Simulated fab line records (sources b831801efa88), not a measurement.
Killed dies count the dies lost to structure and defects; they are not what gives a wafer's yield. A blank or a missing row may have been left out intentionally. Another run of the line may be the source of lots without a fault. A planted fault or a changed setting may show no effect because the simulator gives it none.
fab line records | flow sky130
[record] lots = 7 wafers = 21 lastDay = 50
route steps=708 shown SONOS_TUNNEL@156 SONOS_ONO@168
lots that met no fault: taken from a fault-free run of the same line
startH: the number of hours between the record's first day and the start of the first shown wafer of the lot | waitH: time in hours since the lot's previous step | " unchanged from the row above | L1.1+2: one row covering several wafers at once | - no value present, or no start provided | * or withheld: withheld | < > ~ a bound
route shown NAME@n: names a module that has steps shown in the file, with the first one's number in the route | usual: mean and standard deviation over wafers with no fault | same: alike in all rows | chamber/n: place in a boat | sites: each site's reading | _std_site: standard deviation of those values | _edge_site: mean of outer sites minus mean of inner sites | radiusMm: how far each site lies from the wafer's centre | mask NAME#n: copy n | behind: the last tool/chamber to shape the wafer | hold: reason for holding the lot/hours on hold/outcome of the hold | device: transistor that didn't switch, given as n, p or np | end of line: the tests these same wafers got at the end of their route | where a step has no rows: the recipe by itself | killed: not the wafer's yield, but the dies lost to structure and defects at the first sort | map: the dies of a wafer, with x for killed, . for not killed, _ for no die there
set.NAME: the setting that was run; set.NAME@STEP: the one run at that earlier step | model.NAME: the simulator's own value behind a step, which no gauge read
certain route steps with their lots: each step a table, each wafer a row
services: the hour from which a tool's chamber was out of use, counted from the record's first day as startH (under 0 if before that day), plus the number of hours and why
[[steps]]
[step SKY_SONOS_TUNNEL_COAT_02]
[recipe] resist = NOVOLAK spinRpm = 3000 resistThkNm = 1140
[step SKY_SONOS_TUNNEL_SOFTBAKE_03]
[recipe] tempC = 90 timeS = 60 resist = NOVOLAK
[step SKY_SONOS_TUNNEL_EXPOSE_04]
[recipe] maskId = TUNM na = 0.6 sourceShape = conventional sigmaOuter = 0.6 polarization = unpolarized targetCdNm = 410 doseMj = 136
[step SKY_SONOS_TUNNEL_PEB_05]
[recipe] tempC = withheld timeS = * resist = NOVOLAK
[step SKY_SONOS_TUNNEL_DEVELOP_06]
[recipe] resist = NOVOLAK developer = TMAH developTimeS = 60 devTempC = 23
[step SKY_SONOS_TUNNEL_CD_MEAS_07]
[recipe] targetCdNm = 410
[usual] cdNm = 409.7/1.8
// columns lot.wafer tool chamber startH waitH cdNm
L144.1 cdSem-01 - 269.05 0.1 410.0
L144.3 " - " " 410.3
L144.6 " - " " 409.1
L147.2 cdSem-02 - 293.16 0.1 408.8
L147.3 " - " " 408.2
L147.6 " - " " 408.8
L148.2 cdSem-01 - 301.12 0.1 406.2
L148.3 " - " " 405.8
L148.4 " - " " 407.4
L149.1 cdSem-02 - 306.38 0.1 410.5
L149.4 " - " " 408.8
L149.6 " - " " 408.3
L162.2 cdSem-01 - 412.95 0.1 413.2
L162.5 " - " " 411.8
L162.6 " - " " 412.6
L163.1 cdSem-01 - 422.60 0.1 411.5
L163.4 " - " " 410.1
L163.6 " - " " 411.3
L164.2 cdSem-02 - 425.85 0.1 408.1
L164.3 " - " " 410.7
L164.4 " - " " 409.2
[step SKY_SONOS_TUNNEL_OVL_MEAS_08]
[usual] SONOS_TUNNEL_OVL = 0.5/1.2
// columns lot.wafer tool chamber startH waitH SONOS_TUNNEL_OVL[nm]
L144.1 overlay-02 - 269.17 0.1 -1.0
L144.3 " - " " 0.4
L144.6 " - " " 0.8
L147.2 overlay-02 - 293.27 0.1 3.0
L147.3 " - " " 3.5
L147.6 " - " " 1.6
L148.2 overlay-01 - 301.22 0.1 -0.4
L148.3 " - " " -1.4
L148.4 " - " " -0.2
L149.1 overlay-01 - 306.50 0.1 -2.4
L149.4 " - " " -0.8
L149.6 " - " " 0.7
L162.2 overlay-01 - 413.06 0.1 -0.2
L162.5 " - " " -1.0
L162.6 " - " " -0.4
L163.1 overlay-01 - 422.72 0.1 -0.1
L163.4 " - " " 0.8
L163.6 " - " " -0.8
L164.2 overlay-02 - 425.96 0.1 -0.2
L164.3 " - " " -0.6
L164.4 " - " " -1.0
[step SKY_SONOS_TUNNEL_IMPLANT_09]
[recipe] species = B energyKev = 20 doseCm2 = 1e+12 tiltDeg = withheld
[step SKY_SONOS_TUNNEL_WET_ETCH_10]
[recipe] chemistry = dHF targetDepthNm = 14 target = SiO2 dilution = 100:1 tempC = 25 timeS = 280
[step SKY_SONOS_TUNNEL_STRIP_11]
[recipe] chemistry = SPM timeS = 600 tempC = 130
[step SKY_SONOS_TUNNEL_TW_MEAS_12]
[usual] SONOS_TUNNEL_TW = 199.7/1.8
// columns lot.wafer tool chamber startH waitH SONOS_TUNNEL_TW
L144.1 filmMetro-03 - 269.62 0.0 202.2
L144.3 " - " " 200.9
L144.6 " - " " 201.5
L147.2 filmMetro-03 - 293.72 0.0 201.5
L147.3 " - " " 201.1
L147.6 " - " " 202.2
L148.2 filmMetro-03 - 301.68 0.0 202.0
L148.3 " - " " 202.4
L148.4 " - " " 201.4
L149.1 filmMetro-03 - 306.95 0.0 201.0
L149.4 " - " " 202.1
L149.6 " - " " 202.0
L162.2 filmMetro-04 - 413.51 0.0 198.5
L162.5 " - " " 199.7
L162.6 " - " " 197.9
L163.1 filmMetro-03 - 423.16 0.0 199.9
L163.4 " - " " 199.9
L163.6 " - " " 198.2
L164.2 filmMetro-02 - 426.41 0.0 196.6
L164.3 " - " " 196.4
L164.4 " - " " 196.2
[step SKY_SONOS_TUNNEL_CLEAN_13]
[recipe] chemistry = dHF timeS = 20 dilution = 100:1 dry = ipaMarangoni
[step SKY_SONOS_ONO_OXIDATION_00]
[recipe] tempC = 800 ambient = O2 idleTempC = 700 rampUpCPerMin = 10 rampDownCPerMin = 3 stabiliseS = 600 purgeS = 300 targetThkA = 26 oxTimeS = 1249
[usual] oxTempC = 800.1/0.31 oxTempCMax = 803.6/0.81 spikeTcCentreC = 801.5/1.2 spikeTcLowerC = 800.0/2 spikeTcTopC = 810.2/1.3
// columns lot.wafer tool chamber startH waitH oxTempC oxTempCMax spikeTcCentreC spikeTcLowerC spikeTcTopC
L144.1 furnace-01 0 269.69 0.0 800.3 803.3 802.9 801.8 809.7
L144.3 " 0 " " 800.8 805.6 803.3 803.5 810.3
L144.6 " 0 " " 800.7 804.0 801.8 801.6 811.4
L147.2 furnace-02 - 294.01 0.2 - - - - -
L147.3 " - " " - - - - -
L147.6 " - " " - - - - -
L148.2 furnace-02 - 302.76 1.0 - - - - -
L148.3 " - " " - - - - -
L148.4 " - " " - - - - -
L149.1 furnace-02 - 307.59 0.6 - - - - -
L149.4 " - " " - - - - -
L149.6 " - " " - - - - -
L162.2 furnace-01 0 413.57 0.0 799.8 804.9 802.7 802.2 810.1
L162.5 " 0 " " 800.0 803.6 804.1 802.7 810.8
L162.6 " 0 " " 800.1 805.2 802.4 803.2 812.0
L163.1 furnace-02 0 424.28 1.0 799.9 803.1 800.1 798.9 809.3
L163.4 " 0 " " 799.8 803.1 802.5 798.1 810.3
L163.6 " 0 " " 800.1 803.4 802.4 799.0 811.8
L164.2 furnace-02 0 428.55 2.1 800.5 803.8 801.5 798.7 808.8
L164.3 " 0 " " 800.4 803.9 800.7 798.8 808.6
L164.4 " 0 " " 800.1 803.6 800.3 798.7 808.1
[step SKY_SONOS_ONO_CVD_02]
[recipe] material = Si3N4 precursor = DCS/NH3 targetThkNm = 10.5 tempC = 770 timeS = 180 pressureMtorr = 250
[[services]]
// columns tool chamber startH hours kind
furnace-01 - 247.34 3.5 repair
furnace-02 - 251.68 3.6 pm
furnace-01 - 259.76 4.3 pm
furnace-01 - 299.19 1.4 pm
furnace-01 - 391.73 3.5 pm
furnace-02 - 416.63 3.5 pm
[[key]]
[firstSign] step = SKY_SONOS_ONO_OXIDATION_00 reading = toolRecord direction = missing
effect none on later readings
metAt SKY_SONOS_ONO_OXIDATION_00
struckWafers L147.2,L147.3,L147.6,L148.2,L148.3,L148.4,L149.1,L149.4,L149.6
laterRowsLeftOut L147.2,L147.3,L147.6,L148.2,L148.3,L148.4,L149.1,L149.4,L149.6
sortLeftOut L147.2,L147.3,L147.6,L148.2,L148.3,L148.4,L149.1,L149.4,L149.6
testerLeftOut L147,L148,L149
[fault] kind = skippedStepWhole tool = furnace-02 chamber = - onsetH = 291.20 steps = SKY_SONOS_ONO_OXIDATION_00 scope = struckLotsOnly
// testerLeftOut: of these lots the tester's yield and bins aren't shown, on N5 and GAA mostly nor the transistor test; their killed dies are dies lost to structure and defects alone, not to doping, threshold or leakage, so they don't give the yield
// sortLeftOut: the simulated sort isn't trusted on such a fault, so these wafers' sort isn't shown, and their yield isn't known
// laterRowsLeftOut: the simulator's readings of these wafers behind a module that went badly wrong aren't trusted and aren't shown, but for the sort
